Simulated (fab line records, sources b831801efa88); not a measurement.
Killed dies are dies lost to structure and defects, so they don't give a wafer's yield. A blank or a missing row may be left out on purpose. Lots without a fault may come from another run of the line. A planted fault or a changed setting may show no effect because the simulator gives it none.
A struck lot beside a sound one | flow sky130 | 15 steps out of a route of 708
Sound: wafers L272.2, L272.4, L272.6. Struck: wafers L260.3, L260.4, L260.6. The cause comes at the end.
At each step with rows: each side's tool, then ch and its chambers, then its first start. Under that, the readings that differ: sound wafers | struck wafers | difference of the means | sigmas: that difference in standard deviations of wafers without a fault.
alike: readings whose means differ by less than 2 such deviations, and words and numbers that are the same on both sides. not compared: withheld readings, readings that some wafer has no value for, bounds like >300 that may hide the same value, and numbers for which the record gives no deviation and whose values overlap.
The two part at a step that has a row with sigmas, a row that says differs or no value, or rows on one side only. Numbers that don't overlap but have no deviation are shown without sigmas and don't part them. A reading that every wafer of one side lacks parts them only if that side has two wafers or more.

first, 3 steps without rows for these wafers: SKY_VIA3_CLEAN_18 (cleans in IPA, time 180 s); SKY_VIA3_CLEAN_19 (cleans in O3/DIW); SKY_VIA3_SPUTTER_20 (material TiN, target thk 20 nm, time 80 s).
SKY_VIA3_CVD_21: deposits W, target thk 390 nm, time 117.31 s.
  sound on cvd_w-01 ch 0,1, day 44 07:51; struck on cvd_w-02 ch 0,1, day 41 04:22
  alike: chamber_pressure_Torr, heater_power_outer_w, heater_power_w
SKY_VIA3_RS_MEAS_22: measures by four-point-probe.
  sound on film_metro-04, day 44 07:59; struck on film_metro-04, day 41 04:30
  alike: VIA3_W_RS
SKY_VIA3_THK_MEAS_23: measures by xrf.
  sound on film_metro-04, day 44 08:06; struck on film_metro-04, day 41 04:36
  alike: VIA3_W_THK
SKY_VIA3_CMP_24: polishes, stops on SiO2, t overpolish 20 s, target thk 0 nm.
  sound on cmp-02 ch 0,2,3, day 44 08:09; struck on cmp-01 ch 0,1,2, day 41 04:44
  alike: motor_current_A, overpolish_run_s, time_to_endpoint_s
SKY_METAL4_SPUTTER_00: material Ti, target thk 15 nm, time 10 s.
  sound on pvd_sputter-04, day 44 08:27; struck on pvd_sputter-02, day 41 04:56
  reading                | sound          | struck         | difference | sigmas
  throttle_valve_pct (%) | 30.9 30.3 31.0 | 29.6 28.1 28.9 | -1.9       | -2
then, 1 step without rows for these wafers: SKY_METAL4_SPUTTER_01 (material TiN, target thk 20 nm, time 16.7 s).
SKY_METAL4_SPUTTER_02: material AlCu, target thk 735 nm, time 39.1 s.
  sound on pvd_sputter-04, day 44 08:30; struck on pvd_sputter-02, day 41 04:59
  reading                | sound          | struck         | difference | sigmas
  throttle_valve_pct (%) | 30.7 30.2 30.8 | 29.2 28.3 28.9 | -1.8       | -2
SKY_METAL4_SPUTTER_03: material Ti, target thk 5 nm, time 3.3 s.
  sound on pvd_sputter-04, day 44 08:32; struck on pvd_sputter-02, day 41 05:01
  reading                | sound          | struck         | difference | sigmas
  throttle_valve_pct (%) | 30.7 29.9 30.9 | 28.9 28.2 28.9 | -1.8       | -2
then, 1 step without rows for these wafers: SKY_METAL4_SPUTTER_04 (material TiN, target thk 70 nm, time 58.3 s).
SKY_CAP2M_CVD_00: deposits SiO2, target thk 15.5 nm.
  sound on pecvd-03 ch 1,2, day 44 08:37; struck on pecvd-04 ch 1,2, day 41 05:05
  no value came back on the struck wafers for heater_power_outer_w (W), heater_power_w (W), rf_fwd_power_W (W); on the sound wafers heater_power_outer_w (W) reads 413 403 502
then, 1 step without rows for these wafers: SKY_CAP2M_SPUTTER_02 (material TiN, target thk 200 nm, time 166.7 s).
-- the record jumps here: 6 days lie between the struck wafers' starts before and after (it left off in module CAP2M and takes up again in module PAD_OPEN, whose first step shown is number 708 of the route) --
SKY_PAD_OPEN_PROBE_99:
  sound on prober-02, day 49 17:57; struck on prober-01, day 47 00:30
  reading                  | sound          | struck         | difference | sigmas
  defect_limited_yield (%) | 81.3 84.8 84.8 | 0 0 0          | -84        | -42
  killed_at_other          | 0 0 0          | 400 408 401    | +403       | +99 or more
  killed_dies              | 92 75 75       | 492 492 492    | +411       | +42
  killed_on_rim            | 17 11 19       | 96 96 96       | +80        | +21
  sort_bin_5_function (%)  | 11.0 8.5 8.5   | 93.5 93.9 90.9 | +83.4      | +56
  sort_n_pass              | 400 417 417    | 0 0 0          | -411       | -42
  sort_yield_pct (%)       | 81.3 84.8 84.8 | 0 0 0          | -84        | -42
  alike: killed_at_M0_to_M3, killed_at_M4_up, killed_at_contacts, killed_at_front_end, killed_open, killed_short, sort_bin_3_pad_short, sort_bin_6_memory

WHERE THEY PART
First at SKY_METAL4_SPUTTER_00; last, within this record, at SKY_PAD_OPEN_PROBE_99.

WHY: what the simulator had put in
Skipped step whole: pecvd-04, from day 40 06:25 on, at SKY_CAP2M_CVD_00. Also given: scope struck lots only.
